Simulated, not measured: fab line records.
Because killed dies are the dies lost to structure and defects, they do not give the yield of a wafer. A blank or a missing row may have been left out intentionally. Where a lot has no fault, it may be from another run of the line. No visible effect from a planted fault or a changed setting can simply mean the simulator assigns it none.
A lot that was struck, set against a sound lot -- flow sky130 -- 15 steps out of a route of 708
Sound: these wafers, L453.3, L453.4, L453.5. Wafers L451.4, L451.5, L451.6 were the ones struck. At the end, the cause is stated.
Each step with rows lists, per side, the tool, then ch with its chambers, then its first start. Under that, the readings that differ: sound wafers -- struck wafers -- difference of the means -- sigmas: that difference in standard deviations of wafers without a fault.
alike: same words and numbers on both sides, and readings whose means sit less than 2 such deviations apart. not compared: any withheld reading, any reading some wafer has no value for, any bound like >300 that may hide the same value, and any number with overlapping values for which the record gives no deviation.
A row with sigmas, a row that says differs or no value, or rows on one side alone: a step with any of these is where the two part. Numbers that have no deviation but don't overlap get no sigmas and don't part them. A reading that every wafer of one side lacks parts them only if that side has two wafers or more.

first, 7 steps without rows for these wafers: SKY_PAD_OPEN_DEHYDRATE_00 (time 60 s); SKY_PAD_OPEN_HMDS_01 (prime time 60 s); SKY_PAD_OPEN_COAT_02 (resist thk 3000 nm); SKY_PAD_OPEN_SOFTBAKE_03; SKY_PAD_OPEN_EXPOSE_04 (exposes mask PDM, target cd 60000 nm); SKY_PAD_OPEN_PEB_05; SKY_PAD_OPEN_DEVELOP_06 (develop time 60 s).
SKY_PAD_OPEN_ETCH_07: etches the open film in CF4/O2, stops on AlCu, target depth 725 nm, time 161.1 s.
  sound on rie diel-01 ch 1,2, day 49 12:02; struck on rie diel-01 ch 0,1,3, day 48 17:11
  alike: drypump motor current A, oes product au, rf fwd power W, throttle valve pct
  not compared: rf hours counter h
SKY_PAD_OPEN_STRIP_08: strips in O2/N2.
  sound on plasma asher-04 ch 0,1, day 49 12:11; struck on plasma asher-04 ch 0,1, day 48 17:17
  alike: drypump motor current A, o2 flow sccm, oes product au, strip time to endpoint s
  not compared: rf hours counter h
then, 3 steps without rows for these wafers: SKY_PAD_OPEN_STRIP_09 (strips in post etch residue remover, time 1157 s); SKY_PAD_OPEN_CLEAN_10 (cleans in IPA, time 180 s); SKY_PAD_OPEN_CLEAN_11 (cleans in O3/DIW).
SKY_PAD_OPEN_ANNEAL_12:
  sound on furnace-01 ch 0, day 49 12:44; struck on furnace-01, day 48 17:50
  no value came back on the struck wafers for ramp down c per min, ramp up c per min, zone power bottom pct (%); on the sound wafers ramp down c per min reads 3.9995 4.0000 3.9997
SKY_PAD_OPEN_BOW_MEAS_13:
  sound on film metro-02, day 49 14:17; struck on film metro-03, day 48 19:24
reading,sound,struck,difference,sigmas
PAD_OPEN_BOW (um),53 45 54,106 100 102,+52,+6
SKY_PAD_OPEN_PROBE_99:
  sound on prober-01, day 49 14:28; struck on prober-01, day 48 19:37
reading,sound,struck,difference,sigmas
model.etest.res xhigh po.line ohm um,5663 5690 5848,6684 6798 6754,+1012,
model.etest.nfet_16v.r on ohm um,1.468e+04 1.462e+04 1.45e+04,1.544e+04 1.53e+04 1.547e+04,+8.033e+02,
model.etest.pfet g5v0d10v5.r on ohm um,5003 4977 4892,5414 5375 5385,+434,
model.etest.res xhigh po.rs ohm sq,2012 2022 2044,2344 2430 2355,+350,
model.etest.pfet_01v8.r on ohm um,2900 2912 2801,3211 3294 3215,+369,
model.etest.nfet g5v0d10v5.r on ohm um,1970 1974 1936,2187 2185 2170,+221,
model.etest.nfet_01v8.r on ohm um,842.8 858.1 836.3,927.9 962.3 928.8,+93.9,
model.etest.sonos uncharged.r on ohm um,829.9 830.5 822.7,894.7 893.9 896.8,+67.4,
  alike: defect limited yield, killed_at_M0_to_M3, killed_at_M4_up, killed at contacts, killed at front end, killed at other, killed dies, killed open, killed short

WHERE THEY PART
First at SKY_PAD_OPEN_ANNEAL_12; last, within this record, at SKY_PAD_OPEN_BOW_MEAS_13. Later steps at which nothing parts them and some readings are alike: SKY_PAD_OPEN_PROBE_99.

WHY: whatever the simulator had introduced
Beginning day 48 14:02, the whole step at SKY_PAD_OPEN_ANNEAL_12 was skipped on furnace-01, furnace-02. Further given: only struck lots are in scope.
